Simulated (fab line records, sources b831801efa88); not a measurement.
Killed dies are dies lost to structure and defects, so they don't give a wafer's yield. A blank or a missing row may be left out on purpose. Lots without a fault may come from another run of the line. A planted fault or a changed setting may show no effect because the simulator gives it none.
fab line records | flow sky130
record lots=7 wafers=19 last_day=51
route steps=708 shown METAL3@555 PAD_OPEN@708
lots that met no fault: from a run of the same line without faults
start_h: hours from the record's first day to the start of the lot's first wafer shown | wait_h: hours since the lot's step before | " the same as in the row above | L1.1+2: a row that stands for several wafers | - no value, or no start given | * or withheld: withheld | < > ~ a bound
route shown NAME@n: a module of which the file shows steps, and the number in the route of the first | usual: mean/standard deviation of fault-free wafers | same: alike in all rows | chamber/n: place in a boat | sites: the reading at each site | _std_site: their standard deviation | _edge_site: outer sites' mean less inner sites' | radius_mm: how far each site lies from the wafer's centre | mask NAME#n: copy n | behind: the tool/chamber that last shaped the wafer | hold: why the lot was held/for how many hours/how that ended | device: the transistor (n, p or np) that didn't switch | end of line: the same wafers' tests at the end of the route | a step without rows: its recipe alone | killed: dies lost to structure and defects at the first sort, not the wafer's yield | map: a wafer's dies, x killed, . not, _ none there
set.NAME: the setting as run; set.NAME@STEP: as run at that earlier step | model.NAME: the simulator's own value behind a step, which no gauge read
lots at some steps of the route; a table a step, a row a wafer
services: from which hour (start_h, from the record's first day; less than 0 if before it) a tool's chamber was out of use, for how many hours, and why
## steps
# step SKY_METAL3_DEHYDRATE_05
# recipe temp_c=200 time_s=60
# step SKY_METAL3_HMDS_06
# recipe prime_time_s=60 prime_temp_c=120
# step SKY_METAL3_COAT_07
# recipe resist=BARC temp_c=withheld time_s=withheld spin_rpm=3000 resist_thk_nm=60
# step SKY_METAL3_COAT_08
# recipe resist=KrF-thick spin_rpm=3000 resist_thk_nm=1140
# step SKY_METAL3_SOFTBAKE_09
# recipe temp_c=100 time_s=90 resist=KrF-thick
# step SKY_METAL3_EXPOSE_10
# recipe mask_id=MM3 na=0.68 source_shape=annular sigma_inner=0.4 sigma_outer=0.8 target_cd_nm=300 dose_mj=28
# step SKY_METAL3_PEB_11
# recipe peb_temp_c=withheld peb_time_s=withheld resist=KrF-thick
# step SKY_METAL3_DEVELOP_12
# recipe develop_time_s=60 resist=KrF-thick dev_temp_c=21
# step SKY_METAL3_CD_MEAS_13
# recipe target_cd_nm=300
# usual cd_nm=300.0/1.2
# columns lot.wafer tool chamber start_h wait_h cd_nm
L421.2 cd_sem-02 - 908.68 - 298.6
L421.4 " - " " 299.3
L421.5 " - " " 299.5
L428.1 cd_sem-02 - 970.11 - 300.9
L428.2 " - " " 302.4
L432.2 cd_sem-02 - 991.40 - 298.2
L432.6 " - " " 299.0
L433.2 cd_sem-01 - 1001.29 - 300.9
L433.3 " - " " 302.0
L433.6 " - " " 301.9
L437.3 cd_sem-01 - 1023.40 - 298.3
L437.4 " - " " 299.7
L437.5 " - " " 299.1
L443.2 cd_sem-01 - 1068.84 - 298.7
L443.4 " - " " 298.7
L443.5 " - " " 299.6
L444.1 cd_sem-02 - 1073.71 - 300.9
L444.2 " - " " 299.9
L444.3 " - " " 300.4
# step SKY_METAL3_OVL_MEAS_14
# usual METAL3_OVL=1/5.7
# columns lot.wafer tool chamber start_h wait_h METAL3_OVL[nm]
L421.2 overlay-02 - 908.78 0.1 3
L421.4 " - " " 7
L421.5 " - " " 7
L428.1 overlay-01 - 970.23 0.1 -5
L428.2 " - " " -10
L432.2 overlay-01 - 991.51 0.1 16
L432.6 " - " " 8
L433.2 overlay-02 - 1001.39 0.1 -2
L433.3 " - " " -7
L433.6 " - " " 1
L437.3 overlay-01 - 1023.49 0.1 -1
L437.4 " - " " 0
L437.5 " - " " 5
L443.2 overlay-01 - 1068.94 0.1 16
L443.4 " - " " 8
L443.5 " - " " 5
L444.1 overlay-02 - 1073.83 0.1 -4
L444.2 " - " " -6
L444.3 " - " " 5
# step SKY_METAL3_DESCUM_15
# recipe chemistry=O2 source_power_w=150 bias_power_w=0 pressure_mtorr=10 temp_c=40 time_s=8
# usual drypump_motor_current_A=5.7/0.36 oes_product_au=1.000/0.0091
# columns lot.wafer tool chamber start_h wait_h drypump_motor_current_A oes_product_au rf_hours_counter_h
L421.2 rie_metal-02 0 908.81 0.0 6.0 1.012 15
L421.4 " 0 " " 6.0 1.002 -
L421.5 " 0 " " 6.0 1.012 -
L428.1 rie_metal-02 1 970.27 0.0 5.5 0.995 15
L428.2 " 1 " " 5.5 0.999 -
L432.2 rie_metal-02 1 991.54 0.0 5.5 1.008 16
L432.6 " 0 " " 6.0 1.003 -
L433.2 rie_metal-04 0 1001.42 0.0 5.5 1.024 17
L433.3 " 1 " " 5.2 0.994 -
L433.6 " 0 " " 5.5 1.015 -
L437.3 rie_metal-02 0 1023.53 0.0 6.1 0.998 -
L437.4 " 1 " " 5.5 1.002 -
L437.5 " 1 " " 5.4 0.997 -
L443.2 rie_metal-03 0 1068.97 0.0 5.5 1.001 25
L443.4 " 0 " " 5.5 0.994 -
L443.5 " 1 " " 6.3 1.006 -
L444.1 rie_metal-02 0 1073.87 0.0 6.0 0.996 0
L444.2 " 1 " " 5.5 0.995 22
L444.3 " 0 " " 6.1 0.980 -
# step SKY_METAL3_ETCH_16
# recipe chemistry=N2/H2 target=BARC ion_energy_ev=200 bias_w=100 pressure_mtorr=30 n2_flow_sccm=100 h2_flow_sccm=200 icp_w=500 stop_on=SiO2 time_s=88.2 target_depth_a=600
# usual drypump_motor_current_A=5.7/0.36 oes_product_au=0.625/0.0048 throttle_valve_pct=13.205/0.0082
# columns lot.wafer tool chamber start_h wait_h drypump_motor_current_A oes_product_au rf_hours_counter_h throttle_valve_pct
L421.2 rie_metal-02 0 908.85 0.0 6.0 0.634 15 13.200
L421.4 " 0 " " 6.0 0.623 - 13.221
L421.5 " 0 " " 6.0 0.623 - 13.198
L428.1 rie_metal-02 1 970.33 0.1 5.5 0.635 15 13.204
L428.2 " 1 " " 5.5 0.627 - 13.203
L432.2 rie_metal-02 1 991.57 0.0 5.5 0.619 16 13.205
L432.6 " 0 " " 6.1 0.628 - 13.221
L433.2 rie_metal-04 0 1001.45 0.0 5.5 0.624 17 13.207
L433.3 " 1 " " 5.2 0.621 - 13.202
L433.6 " 0 " " 5.5 0.624 - 13.193
L437.3 rie_metal-02 0 1023.58 0.0 6.0 0.629 - 13.220
L437.4 " 1 " " 5.5 0.628 - 13.212
L437.5 " 1 " " 5.5 0.616 - 13.205
L443.2 rie_metal-03 0 1069.00 0.0 5.5 0.628 25 13.206
L443.4 " 0 " " 5.5 0.625 - 13.206
L443.5 " 1 " " 6.3 0.619 - 13.205
L444.1 rie_metal-02 0 1073.90 0.0 6.1 0.627 0 13.215
L444.2 " 1 " " 5.5 0.627 22 13.204
L444.3 " 0 " " 6.1 0.635 - 13.199
# step SKY_METAL3_ETCH_17
# recipe target=SiO2 stop_on=TiN chemistry=C4F8/O2/Ar source_w=1500 bias_w=1200 pressure_mtorr=40 c4f8_flow_sccm=withheld O2_flow_sccm=6 Ar_flow_sccm=300 time_s=3.9 target_depth_a=150
# usual oes_product_au=0.757/0.0075
# columns lot.wafer tool chamber start_h wait_h oes_product_au rf_hours_counter_h model.TiN_of_METAL3_SPUTTER_04.thk_nm
L421.2 rie_diel-01 2 908.94 0.1 0.743 20 69.37
L421.4 " 3 " " 0.749 15 69.72
L421.5 " 2 " " 0.757 - 69.81
L428.1 rie_diel-04 3 970.53 0.2 0.758 9 70.88
L428.2 " 2 " " 0.758 19 68.96
L432.2 rie_diel-04 1 991.67 0.1 0.766 12 69.74
L432.6 " 1 " " 0.754 - 69.25
L433.2 rie_diel-04 3 1001.55 0.1 0.759 9 70.73
L433.3 " 1 " " 0.744 12 71.03
L433.6 " 2 " " 0.769 - 70.49
L437.3 rie_diel-03 3 1023.65 0.0 0.755 2 70
L437.4 " 2 " " 0.754 23 70.74
L437.5 " 0 " " 0.759 - 70.09
L443.2 rie_diel-04 3 1069.10 0.1 0.757 12 69.65
L443.4 " 0 " " 0.750 9 70.16
L443.5 " 1 " " 0.756 - 70.78
L444.1 rie_diel-01 2 1074.00 0.1 0.757 26 69.84
L444.2 " 3 " " 0.757 21 70.32
L444.3 " 0 " " 0.750 26 70.02
# step SKY_METAL3_METAL_ETCH_18
# recipe target_depth_a=8450 stop_on=SiO2 over_etch_frac=0.3 time_s=183.1 chemistry=Cl2/BCl3 resist_sidewall_deg=88 pressure_mtorr=10 icp_w=900 bias_w=48.5 Cl2_flow_sccm=60 bcl3_flow_sccm=30
# usual drypump_motor_current_A=5.7/0.41 oes_product_au=0.865/0.0067 throttle_valve_pct=22.265/0.0095
# columns lot.wafer tool chamber start_h wait_h drypump_motor_current_A oes_product_au rf_hours_counter_h throttle_valve_pct
L421.2 rie_metal-04 1 908.96 0.0 5.2 0.852 9 22.263
L421.4 " 1 " " 5.2 0.862 - 22.268
L421.5 " 0 " " 5.5 0.857 - 22.268
L428.1 rie_metal-04 1 970.54 0.0 5.2 0.873 11 22.263
L428.2 " 0 " " 5.4 0.856 16 22.279
L432.2 rie_metal-03 0 991.69 0.0 5.5 0.854 20 22.262
L432.6 " 0 " " 5.5 0.859 - 22.269
L433.2 rie_metal-03 1 1001.57 0.0 6.2 0.860 12 22.278
L433.3 " 0 " " 5.5 0.861 - 22.270
L433.6 " 1 " " 6.3 0.864 - 22.265
L437.3 rie_metal-03 0 1023.72 0.1 5.5 0.863 - 22.265
L437.4 " 1 " " 6.3 0.865 - 22.265
L437.5 " 0 " " 5.5 0.861 - 22.261
L443.2 rie_metal-04 0 1069.12 0.0 5.4 0.861 21 22.263
L443.4 " 0 " " 5.5 0.863 - 22.262
L443.5 " 1 " " 5.2 0.860 - 22.259
L444.1 rie_metal-03 1 1074.02 0.0 6.3 0.860 17 22.255
L444.2 " 0 " " 5.5 0.856 26 22.262
L444.3 " 1 " " 6.3 0.862 - 22.253
# step SKY_PAD_OPEN_PROBE_99
# usual defect_limited_yield=82.3/1.8 killed_at_M0_to_M3=43/6 killed_at_M4_up=3.2/1.9 killed_at_contacts=25/5.4 killed_at_front_end=15/4.5 killed_at_other=0.3/0.59 killed_dies=87/8.7 killed_open=47/6.7 killed_short=39/5.7 sort_bin_3_pad_short=0.9/0.43 sort_bin_5_function=10.4/1.4 sort_bin_6_memory=6.4/1.2 sort_n_pass=405/8.7 sort_yield_pct=82.3/1.8
# same gross_dies=492 killed_at_back_side=0 sort_bin_4_leakage[%]=0 sort_bin_8_speed[%]=0
# columns lot.wafer tool chamber start_h wait_h defect_limited_yield[%] killed_at_M0_to_M3 killed_at_M4_up killed_at_contacts killed_at_front_end killed_at_other killed_dies killed_open killed_short sort_bin_3_pad_short[%] sort_bin_5_function[%] sort_bin_6_memory[%] sort_n_pass sort_yield_pct[%]
L433.2 prober-01 - 1160.78 0.1 80.9 48 5 24 17 0 94 59 35 1.2 9.1 8.7 398 80.9
L433.3 prober-01 - 1160.83 0.2 84.3 38 4 25 10 0 77 36 41 0.4 9.1 6.1 415 84.3
L433.6 prober-01 - 1160.98 0.2 82.9 51 3 21 9 0 84 44 40 1.6 11.8 3.7 408 82.9
# killed by level:class
L433.2 VIA1:geometric_particle:open=13 METAL2:geometric_particle:short=12 LI_CONTACT:geometric_particle:open=11 CONTACT:geometric_particle:open=10 VIA3:geometric_particle:open=7 FIELD_ISO:geometric_particle:short=4 POLY_GATE:geometric_particle:short=4 METAL1:geometric_particle:short=4
L433.3 LI_CONTACT:geometric_particle:open=8 CONTACT:geometric_particle:open=7 METAL2:geometric_particle:short=7 VIA2:geometric_particle:open=6 METAL1:geometric_particle:short=5 FIELD_ISO:geometric_particle:short=4 LI_CONTACT:geometric_particle:short=4 CONTACT:geometric_particle:short=4
L433.6 VIA3:geometric_particle:open=10 VIA1:geometric_particle:short=9 LI_CONTACT:geometric_particle:open=8 METAL1:geometric_particle:short=7 VIA2:geometric_particle:open=7 VIA1:geometric_particle:open=7 CONTACT:geometric_particle:open=5 VIA3:geometric_particle:short=5
## services
# columns tool chamber start_h hours kind
rie_diel-01 3 896.30 2.6 repair
rie_diel-03 0 919.86 11.3 repair
rie_diel-03 1 925.90 2.8 repair
rie_diel-03 3 931.16 - clean
rie_diel-03 3 931.16 20.8 scheduled_down
rie_diel-03 3 931.16 20.8 vent_cycle
rie_metal-04 - 950.01 14.6 pm
rie_diel-04 1 967.04 4.1 repair
rie_metal-02 0 969.93 1.9 repair
rie_diel-04 - 971.53 2.8 pm
rie_metal-04 - 1023.55 2.8 pm
rie_diel-04 1 1024.82 17.9 repair
rie_diel-01 3 1025.70 4.2 repair
rie_diel-04 3 1034.18 5.4 repair
rie_diel-03 2 1039.15 12.6 repair
rie_metal-02 0 1044.71 - clean
rie_metal-02 0 1044.71 23.0 scheduled_down
rie_metal-02 0 1044.71 23.0 vent_cycle
rie_diel-01 2 1066.52 3.4 repair
rie_diel-03 3 1068.70 7.0 repair
## key
first_sign none at tools or gauges
model_effect step=SKY_METAL3_ETCH_17 value=TiN_of_METAL3_SPUTTER_04.thk_nm without=70.29 struck=69.83
met_at SKY_METAL3_ETCH_17
struck_wafers L428.2,L432.2,L432.6,L433.2,L433.6
fault kind=process_parameter_drift tool=rie_diel-04 chamber=- onset_h=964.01 steps=SKY_METAL3_ETCH_17 channel=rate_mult offset=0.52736 shape=step end_h=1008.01 scope=struck_wafers_only
